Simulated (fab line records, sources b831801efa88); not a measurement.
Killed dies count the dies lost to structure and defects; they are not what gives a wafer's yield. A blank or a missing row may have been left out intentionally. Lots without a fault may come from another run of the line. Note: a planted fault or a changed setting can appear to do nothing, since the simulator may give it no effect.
A struck lot beside a sound one / flow gf180mcu / 15 steps out of a route of 602
Sound: the wafers L306.1, L306.2, L306.4. Struck: wafers L318.1, L318.2, L318.4. The cause is given at the end.
Order at every step that has rows: each side's tool, ch and its chambers, its first start. Under that, the readings that differ: sound wafers / struck wafers / difference of the means / sigmas: that difference in standard deviations of wafers without a fault.
alike: same words and numbers on both sides, and readings whose means sit less than 2 such deviations apart. not compared: any withheld reading, any reading some wafer has no value for, any bound like >300 that may hide the same value, and any number with overlapping values for which the record gives no deviation.
The two part at a step that has a row with sigmas, a row that says differs or no value, or rows on one side only. Numbers that don't overlap but have no deviation are shown without sigmas and don't part them. A reading missing from all wafers of one side parts the sides only when that side holds two or more wafers.

GF_V1_STRIP_18: strips in O2/N2.
  sound on plasmaAsher-01 ch 0,1, day 21 08:37; struck on plasmaAsher-01 ch 0,1, day 25 15:32
  alike: drypumpMotorCurrentA, heaterPowerW, oesProductAu, platenTempC
  not compared: rfHoursCounterH
then, 3 steps without rows for these wafers: GF_V1_STRIP_19 (strips in post etch residue remover, time 1200 s); GF_V1_CLEAN_20 (cleans in DIW); GF_V1_SPUTTER_21 (material Ti, target thk 15 nm, time 80.02 s).
GF_V1_SPUTTER_22: material TiN, target thk 10 nm, time 40 s.
  struck on pvdSputter-02, day 25 16:10; sound on pvdSputter-02, day 21 09:14
  alike: throttleValvePct
GF_V1_CVD_23: deposits W, target thk 350 nm, time 105.05 s.
  sound on cvdW-02 ch 0,1, day 21 09:16; struck on cvdW-02 ch 0,1, day 25 16:13
  alike: heaterPowerW
GF_V1_RS_MEAS_24: a four-point-probe measurement.
  struck on filmMetro-04, day 25 16:19; sound on filmMetro-04, day 21 09:23
  alike: V1_W_RS
GF_V1_THK_MEAS_25: measures by xrf.
  struck on filmMetro-04, day 25 16:26; sound on filmMetro-04, day 21 09:30
  alike: V1_W_THK
then, 1 step without rows for these wafers: GF_V1_CMP_26 (polishes, stops on SiO2, t overpolish 15 s, target thk 0 nm).
GF_M2_SPUTTER_00: material Ti, target thk 37.5 nm, time 150 s.
  struck on pvdSputter-04, day 25 16:48; sound on pvdSputter-03, day 21 09:52
  alike: throttleValvePct
then, 2 steps without rows for these wafers: GF_M2_SPUTTER_01 (material TiN, target thk 30 nm, time 25 s); GF_M2_SPUTTER_02 (material AlCu, target thk 450 nm, time 23.9 s).
GF_M2_SPUTTER_03: material Ti, target thk 10 nm, time 6.7 s.
  struck on pvdSputter-04, day 25 16:58; sound on pvdSputter-03, day 21 10:02
reading=model.Ti_of_M2_SPUTTER_03.thkNm (nm); sound=10.09 10.02 10.09; struck=7.004 7.282 7.135; difference=-2.926; sigmas=
  alike: throttleValvePct
GF_M2_SPUTTER_04: material TiN, target thk 50 nm, time 41.7 s.
  struck on pvdSputter-04, day 25 16:59; sound on pvdSputter-03, day 21 10:03
  alike: throttleValvePct
GF_PASSIVATION_PROBE_99:
  rows exist in the record for the sound wafers here (prober-02, day 31 15:18), none for the struck ones

## WHERE THEY PART
At GF_PASSIVATION_PROBE_99 and nowhere else, as far as this record goes.

WHY: whatever the simulator had introduced
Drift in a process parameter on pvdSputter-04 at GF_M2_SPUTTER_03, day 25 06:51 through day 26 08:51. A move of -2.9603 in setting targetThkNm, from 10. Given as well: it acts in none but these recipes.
